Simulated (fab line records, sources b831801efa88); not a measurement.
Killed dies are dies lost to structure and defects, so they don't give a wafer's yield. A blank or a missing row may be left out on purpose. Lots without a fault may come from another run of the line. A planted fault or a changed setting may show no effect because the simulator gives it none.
Which tool did it? | flow gf180mcu | 12 lots, 36 wafers sampled, at 6 steps of a route of 602

WHAT THE GAUGES READ, wafer by wafer
GF_HV_LDD_OVL_MEAS_32.
lot  | measured     | on         | HV_LDD_02_OVL (nm)
L968 | day 11 11:02 | overlay-01 | -1.4 -0.4 1.3
L969 | day 11 20:10 | overlay-01 | -3.1 -2.6 -0.3
L970 | day 12 01:28 | overlay-01 | -0.7 0.2 0.7
L974 | day 13 14:12 | overlay-01 | 0.3 1.4 -0.2
L975 | day 13 17:38 | overlay-01 | 0.6 0.7 -0.3
L978 | day 14 17:36 | overlay-02 | 2.7 3.6 3.2
L982 | day 16 14:06 | overlay-01 | 0.0 -1.7 -0.2
L983 | day 16 18:40 | overlay-01 | 2.7 -0.2 1.8
L985 | day 17 03:11 | overlay-02 | 0.5 0.4 1.2
L987 | day 17 21:11 | overlay-01 | -1.9 0.9 -1.2
L990 | day 18 13:22 | overlay-01 | -1.3 -1.1 0.2
L991 | day 19 00:16 | overlay-02 | 1.0 2.4 1.1

GF_HV_LDD_RS_MEAS_53: measures by four-point-probe.
lot  | measured     | on            | HV_LDD_RS (ohm/sq)
L968 | day 12 07:48 | film_metro-01 | 419.1 419.0 419.1
L969 | day 12 17:16 | film_metro-03 | 417.8 417.6 417.6
L970 | day 12 22:28 | film_metro-04 | 417.3 418.6 417.8
L974 | day 14 11:31 | film_metro-03 | 419.2 418.1 418.5
L975 | day 14 15:51 | film_metro-03 | 417.5 418.6 418.4
L978 | day 15 16:52 | film_metro-03 | 417.9 418.2 418.4
L982 | day 17 13:42 | film_metro-01 | 416.8 417.3 416.9
L983 | day 17 18:56 | film_metro-03 | 418.6 419.3 417.5
L985 | day 18 03:49 | film_metro-01 | 417.7 417.1 417.9
L987 | day 18 22:28 | film_metro-01 | 418.4 420.7 421.1
L990 | day 19 14:50 | film_metro-03 | 419.9 418.0 418.2
L991 | day 20 01:29 | film_metro-04 | 416.4 416.2 417.4

GF_PSD_RS_MEAS_14: measures by four-point-probe.
lot  | measured     | on            | NSD_RS (ohm/sq)
L968 | day 14 04:05 | film_metro-01 | 46.10 46.13 46.10
L969 | day 14 14:42 | film_metro-02 | 46.12 46.07 46.06
L970 | day 14 19:04 | film_metro-04 | 46.06 46.02 45.90
L974 | day 16 11:58 | film_metro-02 | 46.09 46.15 46.11
L975 | day 16 16:10 | film_metro-02 | 45.96 46.14 46.13
L978 | day 17 18:06 | film_metro-04 | 46.08 46.10 46.11
L982 | day 19 16:52 | film_metro-02 | 46.18 46.22 46.20
L983 | day 19 22:19 | film_metro-02 | 47.50 47.50 47.50
L985 | day 20 07:25 | film_metro-01 | 47.48 47.37 47.43
L987 | day 21 01:59 | film_metro-01 | 46.20 46.15 46.27
L990 | day 21 18:04 | film_metro-02 | 46.09 46.12 46.19
L991 | day 22 05:00 | film_metro-02 | 46.02 46.18 46.12

GF_SAB_OVL_MEAS_10.
lot  | measured     | on         | SAB_OVL (nm)
L968 | day 15 01:29 | overlay-02 | 1.6 -1.4 0.6
L969 | day 15 12:01 | overlay-01 | 1.2 0.4 1.4
L970 | day 15 17:17 | overlay-02 | -1.4 0.2 -2.6
L974 | day 17 10:14 | overlay-01 | 2.7 0.5 1.1
L975 | day 17 13:53 | overlay-02 | -0.1 0.6 -1.8
L978 | day 18 18:11 | overlay-01 | -2.9 -2.1 0.4
L982 | day 20 16:42 | overlay-01 | 0.1 -0.5 -0.1
L983 | day 20 21:53 | overlay-02 | 2.1 1.0 0.6
L985 | day 21 07:17 | overlay-01 | -0.3 1.5 1.1
L987 | day 22 01:56 | overlay-02 | -0.4 -0.1 -0.7
L990 | day 22 17:19 | overlay-02 | 1.7 2.2 2.0
L991 | day 23 04:22 | overlay-02 | 0.3 -0.4 -0.1

WHICH TOOL RAN EACH LOT (tool, then ch and the chambers of the sampled wafers, then the start)
lot  | GF_NSD_IMPLANT_10               | GF_NSD_STRIP_11
L968 | implanter-03 ch 0, day 13 06:18 | plasma_asher-04 ch 0,1, day 13 06:26
L969 | implanter-02 ch 0, day 13 16:35 | plasma_asher-04 ch 0,1, day 13 16:44
L970 | implanter-03 ch 0, day 13 21:02 | plasma_asher-04 ch 0,1, day 13 21:11
L974 | implanter-04 ch 0, day 15 12:42 | plasma_asher-04 ch 1, day 15 12:50
L975 | implanter-02 ch 0, day 15 17:16 | plasma_asher-03 ch 0,1, day 15 17:25
L978 | implanter-02 ch 0, day 16 18:31 | plasma_asher-03 ch 0,1, day 16 18:40
L982 | implanter-04 ch 0, day 18 16:02 | plasma_asher-03 ch 0,1, day 18 16:09
L983 | implanter-02 ch 0, day 18 21:08 | plasma_asher-04 ch 1, day 18 21:17
L985 | implanter-02 ch 0, day 19 06:33 | plasma_asher-03 ch 0,1, day 19 06:40
L987 | implanter-04 ch 0, day 20 01:17 | plasma_asher-01 ch 0,1, day 20 01:25
L990 | implanter-04 ch 0, day 20 17:18 | plasma_asher-03 ch 0,1, day 20 17:27
L991 | implanter-03 ch 0, day 21 04:22 | plasma_asher-04 ch 0,1, day 21 04:31
- GF_NSD_IMPLANT_10
- GF_NSD_STRIP_11: strips in O2/N2.

WHAT THE TOOLS THEMSELVES READ (means of the sampled wafers that have a number; where no wafer has one, the mark that the record gives instead)
GF_NSD_IMPLANT_10.
lot  | tool         | beam_energy_keV | dose_ions_cm2 | faraday_current_uA
L968 | implanter-03 | 40.002          | 5.001e+14     | 2821
L969 | implanter-02 | 40.015          | 4.995e+14     | 2795
L970 | implanter-03 | 39.990          | 4.995e+14     | 2760
L974 | implanter-04 | 40.013          | 5.003e+14     | 2807
L975 | implanter-02 | 39.996          | 5.000e+14     | 2809
L978 | implanter-02 | 40.004          | 5.007e+14     | 2797
L982 | implanter-04 | 40.009          | 5.004e+14     | 2770
L983 | implanter-02 | 39.997          | 3.945e+14     | 2172
L985 | implanter-02 | 39.999          | 3.945e+14     | 2193
L987 | implanter-04 | 39.985          | 5.002e+14     | 2741
L990 | implanter-04 | 40.011          | 5.005e+14     | 2803
L991 | implanter-03 | 39.999          | 4.990e+14     | 2793

GF_NSD_STRIP_11.
lot  | tool            | drypump_motor_current_A (A) | heater_power_w (W) | oes_product_au (a.u.) | strip_time_to_endpoint_s (s)
L968 | plasma_asher-04 | 5.9                         | 299                | 0.487                 | 22.92
L969 | plasma_asher-04 | 6.3                         | 307                | 0.488                 | 23.00
L970 | plasma_asher-04 | 5.9                         | 297                | 0.485                 | 22.97
L974 | plasma_asher-04 | 5.5                         | 299                | 0.486                 | 22.92
L975 | plasma_asher-03 | 5.7                         | 344                | 0.491                 | 23.02
L978 | plasma_asher-03 | 5.4                         | 346                | 0.485                 | 22.94
L982 | plasma_asher-03 | 5.7                         | 339                | 0.484                 | 22.94
L983 | plasma_asher-04 | 5.5                         | 298                | 0.488                 | 22.87
L985 | plasma_asher-03 | 5.7                         | 336                | 0.487                 | 22.83
L987 | plasma_asher-01 | 5.6                         | 345                | 0.490                 | 22.92
L990 | plasma_asher-03 | 5.4                         | 343                | 0.489                 | 22.93
L991 | plasma_asher-04 | 6.3                         | 307                | 0.489                 | 22.93

THE ANSWER, worked out from the rows above alone
Rule: what is usual is taken from the lots themselves. Put in order of their means at a reading, lots are off if they are a third of the lots or fewer, leave a main group of 4 or more, and stand apart from it by a gap of 3 or more times the standard deviation of the main group's means; of several such gaps the widest counts. A main group whose means are all the same, to the digits that the tables above print for the reading, isn't used. A lot without any number at a reading at which 4 lots or more have one is off too. The other lots that the step has rows for count as sound. The gauges are gone through in route order, then the tools' own readings, and for those a lot's mean is taken as printed above. The first step at which some lot is off is used, and at that step the reading that is off furthest; a lot without a number counts as furthest.
Off: L983, L985, at GF_PSD_RS_MEAS_14 (NSD_RS). The main group: mean 46.11 ohm/sq, standard deviation 0.058.
A tool fits if, at a process step before that reading, it ran every lot that is off, and no sound lot after the first of them. The gauges at GF_PSD_RS_MEAS_14 aren't tried: what is off there is off at GF_NSD_IMPLANT_10 too, on other tools, and a gauge's error can't cause that. One fits: implanter-02 at GF_NSD_IMPLANT_10. Its last sound lot is L978 (day 16 18:31), its first lot that is off L983 (day 18 21:08): a fault that began between those two fits.
The tool's own readings at GF_NSD_IMPLANT_10 bear it out: on the lots that are off they differ by more than 5 times the standard deviation of the sound lots' means. dose_ions_cm2 reads 3.945e+14 there against 5.000e+14 on the sound lots; faraday_current_uA reads 2182 there against 2790 on the sound lots.

WHAT THE SIMULATOR HAD PUT IN
Process parameter drift: implanter-02, from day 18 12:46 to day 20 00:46, at GF_NSD_IMPLANT_10. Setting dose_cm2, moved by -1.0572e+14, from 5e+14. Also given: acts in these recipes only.
Lots struck among those shown: L983, L985. The rule above found the same.
